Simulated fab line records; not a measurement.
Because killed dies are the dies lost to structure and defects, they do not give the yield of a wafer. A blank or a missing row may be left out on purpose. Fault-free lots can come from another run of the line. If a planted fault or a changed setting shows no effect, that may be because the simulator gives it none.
Struck lot and sound lot, side by side / flow gf180mcu / 19 out of 602 route steps
Sound: wafers L616.1, L616.2, L616.6. Wafers L626.1, L626.4, L626.6 were the ones struck. The cause is given at the end.
For every step that has rows: the tool of each side, followed by ch and its chambers, followed by its first start. Under that, the readings that differ: sound wafers / struck wafers / difference of the means / sigmas: that difference in standard deviations of wafers without a fault.
alike: same words and numbers on both sides, and readings whose means sit less than 2 such deviations apart. not compared: any withheld reading, any reading some wafer has no value for, any bound like >300 that may hide the same value, and any number with overlapping values for which the record gives no deviation.
Wherever a step has rows on one side only, a row that says differs or no value, or a row with sigmas, the two part there. Numbers that don't overlap but have no deviation are shown without sigmas and don't part them. Lack of a reading on every wafer of one side parts them only where that side has two or more wafers.

GF_POLY_GATE_OVL_MEAS_11:
  sound on overlay-02, day 12 00:40; struck on overlay-01, day 14 19:46
  alike: POLY_GATE_OVL
GF_POLY_GATE_ETCH_12: etches BARC in N2/H2.
  sound on rie diel-03 ch 0,1,3, day 12 00:43; struck on rie diel-03 ch 0,1,2, day 14 19:48
  alike: bias w, chamber pressure mTorr, drypump motor current A, oes product au, throttle valve pct
GF_POLY_GATE_ETCH_13: etches poly-Si in HBr/Cl2, stops on SiO2, target depth 198.5 nm, time 69.6 s.
  sound on rie si-02 ch 0,2,3, day 12 00:46; struck on rie si-01 ch 2,3, day 14 19:51
reading=chamber pressure mTorr (mTorr); sound=9.988 10.004 10.007; struck=10.121 10.004 9.998; difference=+0.041; sigmas=+3
  alike: bias w, drypump motor current A, oes product au, throttle valve pct
  not compared: rf hours counter h
GF_POLY_GATE_STRIP_14: strips in O2/N2.
  sound on plasma asher-01 ch 0,1, day 12 00:49; struck on plasma asher-04 ch 1, day 14 19:54
  alike: chamber pressure mTorr, drypump motor current A, heater power w, oes product au, platen temp c
  not compared: rf hours counter h
then, 2 steps without rows for these wafers: GF_POLY_GATE_CLEAN_15 (cleans in SC1/SC2, time 150 s); GF_POLY_GATE_OXIDATION_16 (stabilise 600 s, purge 300 s, target thk 4 nm).
GF_POLY_GATE_THK_MEAS_17:
  sound on film metro-02, day 12 02:13; struck on film metro-01, day 14 21:53
reading=POLY_GATE_OXIDATION_THK (nm); sound=3.83 3.77 3.83; struck=3.97 4.14 4.06; difference=+0.25; sigmas=+3
GF_POLY_GATE_CD_MEAS_18:
  sound on cd sem-02, day 12 02:17; struck on cd sem-01, day 14 21:56
  alike: cd nm
then, 4 steps without rows for these wafers: GF_HV_LDD_DEHYDRATE_00 (time 60 s); GF_HV_LDD_HMDS_01 (prime time 60 s); GF_HV_LDD_COAT_02 (resist thk 1000 nm); GF_HV_LDD_SOFTBAKE_03 (time 60 s).
GF_HV_LDD_EXPOSE_04: exposes mask Nplus LV AREA, target cd 400 nm.
  sound on iline stepper-02 ch 0, day 12 12:32; struck on iline stepper-02 ch 0, day 15 08:26
reading=model.HV_LDD.overlay x nm (nm); sound=2.056 2.056 2.056; struck=-95.5 -95.5 -95.5; difference=-97.6; sigmas=
  alike: mask
then, 2 steps without rows for these wafers: GF_HV_LDD_PEB_05; GF_HV_LDD_DEVELOP_06 (develop time 60 s).
GF_HV_LDD_CD_MEAS_07: the cd target is 400 nm.
  sound on cd sem-02, day 12 22:12; struck on cd sem-02, day 15 19:41
  alike: cd nm
GF_HV_LDD_OVL_MEAS_08:
  sound on overlay-02, day 12 22:19; struck on overlay-01, day 15 19:48
reading=HV_LDD_OVL (nm); sound=2.6 2.1 1.4; struck=-97.1 -96.6 -96.3; difference=-98.7; sigmas=-66
then, 2 steps without rows for these wafers: GF_HV_LDD_IMPLANT_09; GF_PASSIVATION_PROBE_99.

## WHERE THEY PART
At GF_POLY_GATE_ETCH_13 first; at GF_HV_LDD_OVL_MEAS_08 last (within this record only).

WHY: what the simulator had put in
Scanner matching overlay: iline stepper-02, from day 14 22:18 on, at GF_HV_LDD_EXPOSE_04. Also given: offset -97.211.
